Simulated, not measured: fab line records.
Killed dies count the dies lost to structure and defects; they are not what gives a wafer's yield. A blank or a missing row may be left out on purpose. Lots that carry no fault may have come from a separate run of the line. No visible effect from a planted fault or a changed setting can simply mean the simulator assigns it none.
Which tool was responsible? + flow gf180mcu + Sampling: 11 lots, 33 wafers, 5 of 602 route steps

== WHAT THE GAUGES SHOWED, per wafer ==
GF_M3_CD_MEAS_14: the cd target is 280 nm. Usual: cd nm reads 279.7 nm (standard deviation 1.1).
| lot  | measured     | on        | cd nm (nm)        | flag |
|------|--------------|-----------|-------------------|------|
| L565 | day 21 21:47 | cd sem-02 | 280.0 280.4 281.0 |      |
| L566 | day 22 07:41 | cd sem-01 | 277.7 277.6 278.3 |      |
| L567 | day 22 15:38 | cd sem-01 | 279.2 278.4 278.3 |      |
| L570 | day 23 23:49 | cd sem-02 | 278.1 278.7 278.9 |      |
| L572 | day 24 13:01 | cd sem-01 | 280.8 280.1 279.9 |      |
| L574 | day 25 14:24 | cd sem-02 | 279.4 278.7 278.2 |      |
| L576 | day 26 01:48 | cd sem-01 | 276.4 275.9 276.0 | OFF  |
| L578 | day 27 02:41 | cd sem-02 | 275.4 274.0 274.7 | OFF  |
| L581 | day 27 07:59 | cd sem-01 | 281.9 281.7 281.8 |      |
| L585 | day 28 14:41 | cd sem-01 | 280.3 280.5 279.2 |      |
| L584 | day 28 15:01 | cd sem-01 | 279.7 280.0 280.6 |      |

== EACH LOT AND THE TOOL THAT RAN IT (in order: tool; ch and the chambers of the sampled wafers; start) ==
| lot  | GF_V2_ETCH_16                      | GF_V2_STRIP_18                       | GF_V2_CMP_26                  | GF_M3_PEB_12                      |
|------|------------------------------------|--------------------------------------|-------------------------------|-----------------------------------|
| L565 | rie diel-03 ch 1,2,3, day 20 20:59 | plasma asher-02 ch 0,1, day 20 21:07 | cmp-02 ch 0,1,3, day 20 22:05 | litho track-04 ch 0, day 21 21:26 |
| L566 | rie diel-02 ch 0,1,2, day 21 07:23 | plasma asher-02 ch 0,1, day 21 07:31 | cmp-02 ch 0,1,2, day 21 08:27 | litho track-04 ch 0, day 22 07:20 |
| L567 | rie diel-02 ch 2,3, day 21 14:34   | plasma asher-02 ch 0,1, day 21 14:43 | cmp-01 ch 1,2,3, day 21 15:44 | litho track-03 ch 0, day 22 15:19 |
| L570 | rie diel-02 ch 0,1, day 22 23:26   | plasma asher-04 ch 0,1, day 22 23:34 | cmp-01 ch 0,1,2, day 23 00:30 | litho track-03 ch 0, day 23 23:29 |
| L572 | rie diel-04 ch 0,1,2, day 23 12:44 | plasma asher-03 ch 0,1, day 23 12:52 | cmp-02 ch 0,3, day 23 13:50   | litho track-03 ch 0, day 24 12:41 |
| L574 | rie diel-02 ch 0,2, day 24 15:16   | plasma asher-03 ch 0,1, day 24 15:23 | cmp-01 ch 1,2,3, day 24 16:19 | litho track-04 ch 0, day 25 14:04 |
| L576 | rie diel-03 ch 1,3, day 25 03:23   | plasma asher-04 ch 0,1, day 25 03:31 | cmp-02 ch 2,3, day 25 04:26   | litho track-04 ch 0, day 26 01:28 |
| L578 | rie diel-02 ch 2,3, day 26 04:17   | plasma asher-02 ch 0,1, day 26 04:25 | cmp-01 ch 1,2,3, day 26 05:28 | litho track-04 ch 0, day 27 02:20 |
| L581 | rie diel-02 ch 1,3, day 26 10:08   | plasma asher-02 ch 0,1, day 26 10:18 | cmp-01 ch 1,3, day 26 11:15   | litho track-01 ch 0, day 27 07:40 |
| L585 | rie diel-03 ch 0,3, day 27 18:17   | plasma asher-03 ch 0,1, day 27 18:25 | cmp-01 ch 0,1,2, day 27 19:29 | litho track-03 ch 0, day 28 14:17 |
| L584 | rie diel-04 ch 2,3, day 27 18:20   | plasma asher-04 ch 0,1, day 27 18:28 | cmp-02 ch 1,3, day 27 19:26   | litho track-03 ch 0, day 28 14:41 |
- GF_V2_ETCH_16: etches BARC in N2/H2.
- GF_V2_STRIP_18: strips in O2/N2.
- GF_V2_CMP_26: polishes, stops on SiO2, t overpolish 15 s, target thk 0 nm.
- GF_M3_PEB_12: peb time 90 s.

== WHAT THE TOOLS THEMSELVES READ (means of the sampled wafers that have a number; where no wafer has one, the mark that the record gives instead) ==
GF_V2_ETCH_16. Usual: drypump motor current A 5.6 A, standard deviation 0.52; h2 flow sccm 200.0 sccm, standard deviation 0.57; n2 flow sccm 100.02 sccm, standard deviation 0.3; oes product au 0.854 a.u., standard deviation 0.0045; throttle valve pct 13.225 %, standard deviation 0.0089.
| lot  | tool        | drypump motor current A (A) | h2 flow sccm (sccm) | n2 flow sccm (sccm) | oes product au (a.u.) | throttle valve pct (%) | flag |
|------|-------------|-----------------------------|---------------------|---------------------|-----------------------|------------------------|------|
| L565 | rie diel-03 | 5.5                         | 200.0               | 99.84               | 0.848                 | 13.232                 |      |
| L566 | rie diel-02 | 5.3                         | 199.9               | 100.27              | 0.854                 | 13.224                 |      |
| L567 | rie diel-02 | 6.2                         | 199.8               | 99.77               | 0.857                 | 13.228                 |      |
| L570 | rie diel-02 | 5.3                         | 199.9               | 100.06              | 0.854                 | 13.228                 |      |
| L572 | rie diel-04 | 5.5                         | 200.3               | 99.88               | 0.851                 | 13.228                 |      |
| L574 | rie diel-02 | 5.3                         | 200.6               | 100.04              | 0.858                 | 13.229                 |      |
| L576 | rie diel-03 | 5.4                         | 200.1               | 100.27              | 0.852                 | 13.226                 |      |
| L578 | rie diel-02 | 6.2                         | 200.7               | 100.13              | 0.855                 | 13.230                 |      |
| L581 | rie diel-02 | 6.2                         | 199.9               | 100.01              | 0.859                 | 13.218                 |      |
| L585 | rie diel-03 | 5.8                         | 200.5               | 100.25              | 0.853                 | 13.228                 |      |
| L584 | rie diel-04 | 5.7                         | 199.7               | 100.62              | 0.854                 | 13.226                 |      |

GF_V2_STRIP_18. Usual: drypump motor current A 5.7 A, standard deviation 0.38; heater power w 326 W, standard deviation 27; n2 flow sccm 300.0 sccm, standard deviation 0.89; oes product au 0.591 a.u., standard deviation 0.0049; platen temp c 249.99 C, standard deviation 0.17.
| lot  | tool            | drypump motor current A (A) | heater power w (W) | n2 flow sccm (sccm) | oes product au (a.u.) | platen temp c (C) | flag |
|------|-----------------|-----------------------------|--------------------|---------------------|-----------------------|-------------------|------|
| L565 | plasma asher-02 | 5.6                         | 355                | 300.4               | 0.585                 | 249.94            |      |
| L566 | plasma asher-02 | 5.6                         | 348                | 299.1               | 0.590                 | 250.15            |      |
| L567 | plasma asher-02 | 5.6                         | 358                | 301.0               | 0.589                 | 249.95            |      |
| L570 | plasma asher-04 | 5.6                         | 324                | 301.1               | 0.589                 | 249.99            |      |
| L572 | plasma asher-03 | 6.0                         | 314                | 299.6               | 0.595                 | 250.10            |      |
| L574 | plasma asher-03 | 5.8                         | 297                | 300.9               | 0.590                 | 249.99            |      |
| L576 | plasma asher-04 | 5.6                         | 319                | 299.1               | 0.588                 | 249.99            |      |
| L578 | plasma asher-02 | 5.6                         | 356                | 300.2               | 0.589                 | 249.90            |      |
| L581 | plasma asher-02 | 5.5                         | 343                | 300.5               | 0.585                 | 249.90            |      |
| L585 | plasma asher-03 | 5.8                         | 296                | 300.3               | 0.592                 | 249.98            |      |
| L584 | plasma asher-04 | 5.9                         | 332                | 299.7               | 0.598                 | 249.88            |      |

GF_V2_CMP_26. Usual: head pressure psi 3.500 psi, standard deviation 0.0082; motor current A 10.8 A, standard deviation 0.83; overpolish run s 15.001 s, standard deviation 0.0092; time to endpoint s 84 s, standard deviation 5.6.
| lot  | tool   | head pressure psi (psi) | motor current A (A) | overpolish run s (s) | time to endpoint s (s) | flag |
|------|--------|-------------------------|---------------------|----------------------|------------------------|------|
| L565 | cmp-02 | 3.501                   | 10.9                | 15.001               | 81                     |      |
| L566 | cmp-02 | 3.490                   | 10.9                | 15.009               | 83                     |      |
| L567 | cmp-01 | 3.495                   | 10.9                | 14.999               | 81                     |      |
| L570 | cmp-01 | 3.501                   | 10.9                | 14.994               | 86                     |      |
| L572 | cmp-02 | 3.503                   | 11.6                | 14.996               | 87                     |      |
| L574 | cmp-01 | 3.503                   | 11.5                | 15.000               | 89                     |      |
| L576 | cmp-02 | 3.496                   | 11.1                | 14.996               | 81                     |      |
| L578 | cmp-01 | 3.489                   | 11.4                | 14.992               | 85                     |      |
| L581 | cmp-01 | 3.505                   | 10.5                | 14.989               | 81                     |      |
| L585 | cmp-01 | 3.493                   | 10.6                | 15.001               | 84                     |      |
| L584 | cmp-02 | 3.493                   | 10.7                | 14.999               | 89                     |      |

GF_M3_PEB_12. Usual: exhaust pa reads 45.0 Pa (standard deviation 0.91).
| lot  | tool           | exhaust pa (Pa) | flag |
|------|----------------|-----------------|------|
| L565 | litho track-04 | 44.2            |      |
| L566 | litho track-04 | 44.9            |      |
| L567 | litho track-03 | 44.3            |      |
| L570 | litho track-03 | 44.8            |      |
| L572 | litho track-03 | 45.0            |      |
| L574 | litho track-04 | 45.2            |      |
| L576 | litho track-04 | 45.0            |      |
| L578 | litho track-04 | 45.9            |      |
| L581 | litho track-01 | 45.4            |      |
| L585 | litho track-03 | 46.2            |      |
| L584 | litho track-03 | 46.2            |      |

== THE ANSWER, worked out from the rows above alone ==
Rule: a lot is off if the mean of its wafers that have a number lies more than 3 standard deviations from the usual mean. Also off: a lot with no number at a reading for which 4 or more lots have one. The other lots that the step has rows for count as sound. Order of review: gauges by route order, followed by the tools' own readings, for which a lot's mean as printed above is used. The first step at which some lot is off is used, and at that step the reading that is off furthest; a lot without a number counts as furthest.
Off at GF_M3_CD_MEAS_14 (cd nm): L576, L578.
If a tool, at a process step before that reading, ran all the lots that are off and no sound lot after the first of them, it fits. The gauges at GF_M3_CD_MEAS_14 are tried like those tools. One fits: GF_M3_PEB_12 on litho track-04. A fault onset in the window from L574 (day 25 14:04, its last sound lot) to L576 (day 26 01:28, its first lot off) fits.

== WHAT THE SIMULATOR PUT IN ==
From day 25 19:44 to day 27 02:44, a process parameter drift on litho track-04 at GF_M3_PEB_12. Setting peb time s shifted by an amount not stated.
Lots struck among those shown: L576, L578. The rule given above showed the same thing.
